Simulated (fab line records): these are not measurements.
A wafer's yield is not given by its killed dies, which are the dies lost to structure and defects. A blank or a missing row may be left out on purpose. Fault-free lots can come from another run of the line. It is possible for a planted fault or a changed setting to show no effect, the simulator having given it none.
Lot-split experiment || flow sfq line || 5 lots, 17 wafers read, on a route of 325 steps

== ABOUT THE SPLIT ==
At SFQ_TRILAYER_M4_LITHO_COAT_093 (resist thk 600 nm), the setting resist thk nm was moved away from the recipe's 600 nm on 2 of the 17 wafers read, by -4.4% to +1.8%. All remaining wafers had this setting at the recipe value.

No step appears in the file between the split and the reading.

== THE READING ==
KrF_of_TRILAYER_M4_LITHO_COAT_093.thk nm (the simulator's own value, which no gauge read), in nm, at SFQ_TRILAYER_M4_ETCH_METAL_ETCH_096 (etches Nb in Cl2/Ar, stops on SiO2, target depth 240 nm, time 120 s). There is no usual value for it anywhere in the file. Across the 15 wafers here that went through the recipe, the average is 383.2 nm and the standard deviation 7.8 nm.

{"wafer": "L075.3", "tool, chamber at the split": "litho track-04, 0", "resist thk nm as run, nm": 600, "against the recipe": "recipe", "KrF_of_TRILAYER_M4_LITHO_COAT_093.thk nm, nm": 380.8, "against lot-mates on the recipe": "-"}
{"wafer": "L075.4", "tool, chamber at the split": "litho track-04, 0", "resist thk nm as run, nm": 600, "against the recipe": "recipe", "KrF_of_TRILAYER_M4_LITHO_COAT_093.thk nm, nm": 378.6, "against lot-mates on the recipe": "-"}
{"wafer": "L075.5", "tool, chamber at the split": "litho track-04, 0", "resist thk nm as run, nm": 600, "against the recipe": "recipe", "KrF_of_TRILAYER_M4_LITHO_COAT_093.thk nm, nm": 381.1, "against lot-mates on the recipe": "-"}
{"wafer": "L079.1", "tool, chamber at the split": "litho track-03, 0", "resist thk nm as run, nm": 600, "against the recipe": "recipe", "KrF_of_TRILAYER_M4_LITHO_COAT_093.thk nm, nm": 397.1, "against lot-mates on the recipe": "-"}
{"wafer": "L079.2", "tool, chamber at the split": "litho track-03, 0", "resist thk nm as run, nm": 600, "against the recipe": "recipe", "KrF_of_TRILAYER_M4_LITHO_COAT_093.thk nm, nm": 387, "against lot-mates on the recipe": "-"}
{"wafer": "L079.4", "tool, chamber at the split": "litho track-03, 0", "resist thk nm as run, nm": 600, "against the recipe": "recipe", "KrF_of_TRILAYER_M4_LITHO_COAT_093.thk nm, nm": 397.7, "against lot-mates on the recipe": "-"}
{"wafer": "L079.5", "tool, chamber at the split": "litho track-03, 0", "resist thk nm as run, nm": 600, "against the recipe": "recipe", "KrF_of_TRILAYER_M4_LITHO_COAT_093.thk nm, nm": 386.8, "against lot-mates on the recipe": "-"}
{"wafer": "L079.6", "tool, chamber at the split": "litho track-03, 0", "resist thk nm as run, nm": 600, "against the recipe": "recipe", "KrF_of_TRILAYER_M4_LITHO_COAT_093.thk nm, nm": 387.6, "against lot-mates on the recipe": "-"}
{"wafer": "L080.2", "tool, chamber at the split": "litho track-01, 0", "resist thk nm as run, nm": 600, "against the recipe": "recipe", "KrF_of_TRILAYER_M4_LITHO_COAT_093.thk nm, nm": 381.3, "against lot-mates on the recipe": "-"}
{"wafer": "L080.4", "tool, chamber at the split": "litho track-01, 0", "resist thk nm as run, nm": 600, "against the recipe": "recipe", "KrF_of_TRILAYER_M4_LITHO_COAT_093.thk nm, nm": 370.3, "against lot-mates on the recipe": "-"}
{"wafer": "L080.5", "tool, chamber at the split": "litho track-01, 0", "resist thk nm as run, nm": 600, "against the recipe": "recipe", "KrF_of_TRILAYER_M4_LITHO_COAT_093.thk nm, nm": 368.5, "against lot-mates on the recipe": "-"}
{"wafer": "L081.2", "tool, chamber at the split": "litho track-01, 0", "resist thk nm as run, nm": 610.8, "against the recipe": "+1.8%", "KrF_of_TRILAYER_M4_LITHO_COAT_093.thk nm, nm": 389.5, "against lot-mates on the recipe": "+9.1"}
{"wafer": "L081.3", "tool, chamber at the split": "litho track-01, 0", "resist thk nm as run, nm": 600, "against the recipe": "recipe", "KrF_of_TRILAYER_M4_LITHO_COAT_093.thk nm, nm": 376.8, "against lot-mates on the recipe": "-"}
{"wafer": "L081.5", "tool, chamber at the split": "litho track-01, 0", "resist thk nm as run, nm": 600, "against the recipe": "recipe", "KrF_of_TRILAYER_M4_LITHO_COAT_093.thk nm, nm": 383.9, "against lot-mates on the recipe": "-"}
{"wafer": "L083.3", "tool, chamber at the split": "litho track-04, 0", "resist thk nm as run, nm": 600, "against the recipe": "recipe", "KrF_of_TRILAYER_M4_LITHO_COAT_093.thk nm, nm": 385.7, "against lot-mates on the recipe": "-"}
{"wafer": "L083.4", "tool, chamber at the split": "litho track-04, 0", "resist thk nm as run, nm": 600, "against the recipe": "recipe", "KrF_of_TRILAYER_M4_LITHO_COAT_093.thk nm, nm": 384.3, "against lot-mates on the recipe": "-"}
{"wafer": "L083.6", "tool, chamber at the split": "litho track-04, 0", "resist thk nm as run, nm": 573.8, "against the recipe": "-4.4%", "KrF_of_TRILAYER_M4_LITHO_COAT_093.thk nm, nm": 343.6, "against lot-mates on the recipe": -41.4}

FIT RESULTS
A straight line over all 17 wafers: KrF_of_TRILAYER_M4_LITHO_COAT_093.thk nm changes by +8.17 nm for each +1% of resist thk nm; r = +0.77; the points scatter about the line by 8.1 nm.
The same after taking each lot's own level away (the mean of its wafers on the recipe; 17 wafers): +8.78 nm for each +1%; r = +0.92; scatter 4.5 nm.
The reading moves by 38 nm for the largest change in resist thk nm, on that fit.
From 373.37 to 391.24 nm: that is the span of the lots' own levels, equal to 2.3 times the standard deviation above.
So the lot-to-lot level blurs the effect unless lot-mates are compared.
Check: for one of the wafers moved furthest among these (-4.4%), held out of the fit, the line's prediction against its lot-mates is -22.2 nm. Against them it came out at -41.4 nm.

== ADDITIONAL SPLITS CARRIED BY THESE WAFERS ==
Before the reading, these wafers also passed through other splits. Each is held against what the fit with the lots' levels taken away leaves over:
{"other split on the same wafers": "SFQ_TRILAYER_I2_CMP_CMP_064 down force psi", "wafers away from the commonest value": 7, "r with KrF_of_TRILAYER_M4_LITHO_COAT_093.thk nm (lot level and that fit taken away)": -0.04}
{"other split on the same wafers": "SFQ_TRILAYER_I2_VIA_BARC_OPEN_VIA_ETCH_096 source w", "wafers away from the commonest value": 7, "r with KrF_of_TRILAYER_M4_LITHO_COAT_093.thk nm (lot level and that fit taken away)": -0.11}
{"other split on the same wafers": "SFQ_TRILAYER_M3_LITHO_PEB_078 peb time s", "wafers away from the commonest value": 9, "r with KrF_of_TRILAYER_M4_LITHO_COAT_093.thk nm (lot level and that fit taken away)": -0.34}
{"other split on the same wafers": "SFQ_TRILAYER_M3_BARC_OPEN_METAL_ETCH_100 time s", "wafers away from the commonest value": 6, "r with KrF_of_TRILAYER_M4_LITHO_COAT_093.thk nm (lot level and that fit taken away)": "+0.23"}
{"other split on the same wafers": "SFQ_TRILAYER_I3_CMP_CMP_082 leave above ref nm", "wafers away from the commonest value": 5, "r with KrF_of_TRILAYER_M4_LITHO_COAT_093.thk nm (lot level and that fit taken away)": "+0.23"}
{"other split on the same wafers": "SFQ_TRILAYER_I3_VIA_BARC_OPEN_VIA_ETCH_121 source w", "wafers away from the commonest value": 6, "r with KrF_of_TRILAYER_M4_LITHO_COAT_093.thk nm (lot level and that fit taken away)": "+0.06"}
{"other split on the same wafers": "SFQ_TRILAYER_M4_DEP_SPUTTER_091 time s", "wafers away from the commonest value": 2, "r with KrF_of_TRILAYER_M4_LITHO_COAT_093.thk nm (lot level and that fit taken away)": -0.11}

== THE WHOLE CHAIN: every reading that the file lists as answering this split, in the file's order ==
{"step": "SFQ_TRILAYER_M4_LITHO_COAT_093", "what it does": "resist thk 600 nm", "reading": "KrF_of_TRILAYER_M4_LITHO_COAT_093.thk nm (the simulator's own value, which no gauge read)", "change (the file's fit)": "+6.39 nm for each +1% of the setting", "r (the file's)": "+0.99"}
{"step": "SFQ_TRILAYER_M4_ETCH_METAL_ETCH_096", "what it does": "etches Nb in Cl2/Ar, stops on SiO2, target depth 240 nm, time 120 s", "reading": "KrF_of_TRILAYER_M4_LITHO_COAT_093.thk nm (the simulator's own value, which no gauge read)", "change (the file's fit)": "+8.84 nm for each +1% of the setting", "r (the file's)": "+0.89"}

== FILE'S OWN FIT ==
KrF_of_TRILAYER_M4_LITHO_COAT_093.thk nm changes by +8.84 nm for each +1% of resist thk nm, r = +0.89.
